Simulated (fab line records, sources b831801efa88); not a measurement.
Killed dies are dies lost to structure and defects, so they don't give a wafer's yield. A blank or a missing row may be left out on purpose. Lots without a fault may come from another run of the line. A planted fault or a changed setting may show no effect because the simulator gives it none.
Which tool did it? | flow sky130 | 11 lots, 33 wafers sampled, at 5 steps of a route of 708

WHAT THE GAUGES READ, wafer by wafer
SKY_CONTACT_THK_MEAS_03. Usual: CONTACT_HDPCVD_THK 565 nm, standard deviation 5.1.
lot  | measured     | on            | CONTACT_HDPCVD_THK (nm) | flag
L188 | day 30 22:27 | film_metro-03 | 564 566 564             |
L190 | day 31 23:12 | film_metro-01 | 570 562 569             |
L191 | day 32 03:13 | film_metro-04 | 566 562 555             |
L192 | day 32 15:31 | film_metro-03 | 567 569 565             |
L193 | day 32 22:38 | film_metro-01 | 556 559 557             |
L195 | day 34 00:07 | film_metro-01 | 564 566 562             |
L197 | day 34 08:40 | film_metro-04 | 563 566 571             |
L202 | day 35 17:26 | film_metro-03 | 668 557 669             | OFF
L204 | day 36 12:46 | film_metro-04 | 680 566 566             | OFF
L209 | day 37 14:49 | film_metro-03 | 562 566 567             |
L208 | day 37 17:01 | film_metro-03 | 567 569 571             |

WHICH TOOL RAN EACH LOT (tool, then ch and the chambers of the sampled wafers, then the start)
lot  | SKY_LI_CONTACT_STRIP_16              | SKY_LI_CONTACT_SPUTTER_19    | SKY_LOCAL_INTERCONNECT_STRIP_15      | SKY_CONTACT_HDPCVD_02
L188 | plasma_asher-04 ch 0,1, day 29 16:40 | pvd_sputter-04, day 29 16:58 | plasma_asher-03 ch 0,1, day 30 21:40 | hdpcvd-01 ch 0,1,2, day 30 22:23
L190 | plasma_asher-02 ch 0,1, day 30 17:16 | pvd_sputter-03, day 30 17:34 | plasma_asher-03 ch 0,1, day 31 22:26 | hdpcvd-01 ch 0,2, day 31 23:08
L191 | plasma_asher-04 ch 0,1, day 30 21:03 | pvd_sputter-04, day 30 21:21 | plasma_asher-02 ch 0,1, day 32 02:27 | hdpcvd-02 ch 0,2, day 32 03:09
L192 | plasma_asher-04 ch 0,1, day 31 08:20 | pvd_sputter-01, day 31 08:36 | plasma_asher-03 ch 0,1, day 32 14:20 | hdpcvd-02 ch 1,2, day 32 15:25
L193 | plasma_asher-04 ch 0,1, day 31 16:39 | pvd_sputter-03, day 31 16:57 | plasma_asher-02 ch 0,1, day 32 21:53 | hdpcvd-02 ch 0,1, day 32 22:35
L195 | plasma_asher-04 ch 1, day 32 20:06   | pvd_sputter-03, day 32 20:24 | plasma_asher-01 ch 1, day 33 23:20   | hdpcvd-02 ch 0,1, day 34 00:02
L197 | plasma_asher-02 ch 0,1, day 33 04:30 | pvd_sputter-03, day 33 04:48 | plasma_asher-02 ch 0,1, day 34 07:55 | hdpcvd-01 ch 0,1,2, day 34 08:36
L202 | plasma_asher-02 ch 0,1, day 34 13:00 | pvd_sputter-03, day 34 13:18 | plasma_asher-03 ch 0,1, day 35 16:36 | hdpcvd-02 ch 1,2, day 35 17:20
L204 | plasma_asher-01 ch 0,1, day 35 08:39 | pvd_sputter-01, day 35 08:55 | plasma_asher-01 ch 0,1, day 36 11:58 | hdpcvd-02 ch 0,1,2, day 36 12:42
L209 | plasma_asher-01 ch 0,1, day 36 11:18 | pvd_sputter-01, day 36 11:36 | plasma_asher-01 ch 0, day 37 14:04   | hdpcvd-01 ch 0,1,2, day 37 14:45
L208 | plasma_asher-02 ch 0,1, day 36 13:06 | pvd_sputter-01, day 36 13:24 | plasma_asher-03 ch 0,1, day 37 16:14 | hdpcvd-01 ch 0,1,2, day 37 16:56
- SKY_LI_CONTACT_STRIP_16: strips in O2/N2.
- SKY_LI_CONTACT_SPUTTER_19: material Ti, target thk 20 nm, time 106.37 s.
- SKY_LOCAL_INTERCONNECT_STRIP_15: strips in O2/N2.
- SKY_CONTACT_HDPCVD_02: deposits SiO2, target thk 565 nm, time 94.2 s.

WHAT THE TOOLS THEMSELVES READ (means of the sampled wafers that have a number; where no wafer has one, the mark that the record gives instead)
SKY_LI_CONTACT_STRIP_16. Usual: drypump_motor_current_A 5.90 A, standard deviation 0.25; oes_product_au 0.376 a.u., standard deviation 0.0048; strip_time_to_endpoint_s 3.498 s, standard deviation 0.028.
lot  | tool            | drypump_motor_current_A (A) | oes_product_au (a.u.) | strip_time_to_endpoint_s (s) | flag
L188 | plasma_asher-04 | 6.14                        | 0.371                 | 3.482                        |
L190 | plasma_asher-02 | 5.64                        | 0.378                 | 3.516                        |
L191 | plasma_asher-04 | 6.06                        | 0.375                 | 3.506                        |
L192 | plasma_asher-04 | 6.06                        | 0.373                 | 3.493                        |
L193 | plasma_asher-04 | 6.14                        | 0.382                 | 3.534                        |
L195 | plasma_asher-04 | 5.97                        | 0.374                 | 3.499                        |
L197 | plasma_asher-02 | 5.68                        | 0.378                 | 3.482                        |
L202 | plasma_asher-02 | 5.68                        | 0.375                 | 3.479                        |
L204 | plasma_asher-01 | 5.86                        | 0.376                 | 3.472                        |
L209 | plasma_asher-01 | 5.74                        | 0.375                 | 3.481                        |
L208 | plasma_asher-02 | 5.68                        | 0.375                 | 3.543                        |

SKY_LI_CONTACT_SPUTTER_19. Usual: throttle_valve_pct 29.8 %, standard deviation 0.86.
lot  | tool           | throttle_valve_pct (%) | flag
L188 | pvd_sputter-04 | 30.3                   |
L190 | pvd_sputter-03 | 29.4                   |
L191 | pvd_sputter-04 | 30.2                   |
L192 | pvd_sputter-01 | 28.8                   |
L193 | pvd_sputter-03 | 29.5                   |
L195 | pvd_sputter-03 | 30.1                   |
L197 | pvd_sputter-03 | 29.3                   |
L202 | pvd_sputter-03 | 30.1                   |
L204 | pvd_sputter-01 | 30.0                   |
L209 | pvd_sputter-01 | 28.6                   |
L208 | pvd_sputter-01 | 29.1                   |

SKY_LOCAL_INTERCONNECT_STRIP_15. Usual: drypump_motor_current_A 5.90 A, standard deviation 0.3; oes_product_au 0.427 a.u., standard deviation 0.0043; strip_time_to_endpoint_s 4.736 s, standard deviation 0.024.
lot  | tool            | drypump_motor_current_A (A) | oes_product_au (a.u.) | strip_time_to_endpoint_s (s) | flag
L188 | plasma_asher-03 | 6.16                        | 0.426                 | 4.756                        |
L190 | plasma_asher-03 | 6.28                        | 0.424                 | 4.727                        |
L191 | plasma_asher-02 | 5.68                        | 0.429                 | 4.751                        |
L192 | plasma_asher-03 | 6.32                        | 0.426                 | 4.707                        |
L193 | plasma_asher-02 | 5.71                        | 0.426                 | 4.708                        |
L195 | plasma_asher-01 | 6.03                        | 0.429                 | 4.739                        |
L197 | plasma_asher-02 | 5.64                        | 0.425                 | 4.731                        |
L202 | plasma_asher-03 | 6.17                        | 0.428                 | 4.740                        |
L204 | plasma_asher-01 | 5.87                        | 0.427                 | 4.712                        |
L209 | plasma_asher-01 | 5.56                        | 0.427                 | 4.717                        |
L208 | plasma_asher-03 | 6.15                        | 0.428                 | 4.724                        |

SKY_CONTACT_HDPCVD_02. Usual: run_length_s 122.2 s, standard deviation 0.6.
lot  | tool      | run_length_s (s) | flag
L188 | hdpcvd-01 | 122.2            |
L190 | hdpcvd-01 | 122.4            |
L191 | hdpcvd-02 | 122.0            |
L192 | hdpcvd-02 | 122.3            |
L193 | hdpcvd-02 | 122.6            |
L195 | hdpcvd-02 | 122.0            |
L197 | hdpcvd-01 | 122.0            |
L202 | hdpcvd-02 | 134.2            | OFF
L204 | hdpcvd-02 | 128.2            | OFF
L209 | hdpcvd-01 | 122.1            |
L208 | hdpcvd-01 | 122.5            |

THE ANSWER, worked out from the rows above alone
Rule: a lot is off if the mean of its wafers that have a number lies more than 3 standard deviations from the usual mean. A lot without any number at a reading at which 4 lots or more have one is off too. The other lots that the step has rows for count as sound. The gauges are gone through in route order, then the tools' own readings, and for those a lot's mean is taken as printed above. The first step at which some lot is off is used, and at that step the reading that is off furthest; a lot without a number counts as furthest.
Off: L202, L204, at SKY_CONTACT_THK_MEAS_03 (CONTACT_HDPCVD_THK).
A tool fits if, at a process step before that reading, it ran every lot that is off, and no sound lot after the first of them. The gauges at SKY_CONTACT_THK_MEAS_03 aren't tried: what is off there is off at SKY_CONTACT_HDPCVD_02 too, on other tools, and a gauge's error can't cause that. One fits: hdpcvd-02 at SKY_CONTACT_HDPCVD_02. Its last sound lot is L195 (day 34 00:02), its first lot that is off L202 (day 35 17:20): a fault that began between those two fits.
The tool's own readings at SKY_CONTACT_HDPCVD_02 bear it out: on the lots that are off they differ by more than 5 times the standard deviation of the sound lots' means. run_length_s reads 131.2 s there against 122.2 s on the sound lots.

WHAT THE SIMULATOR HAD PUT IN
Process parameter drift: hdpcvd-02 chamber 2, from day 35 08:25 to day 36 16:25, at SKY_CONTACT_HDPCVD_02. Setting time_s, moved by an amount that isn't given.
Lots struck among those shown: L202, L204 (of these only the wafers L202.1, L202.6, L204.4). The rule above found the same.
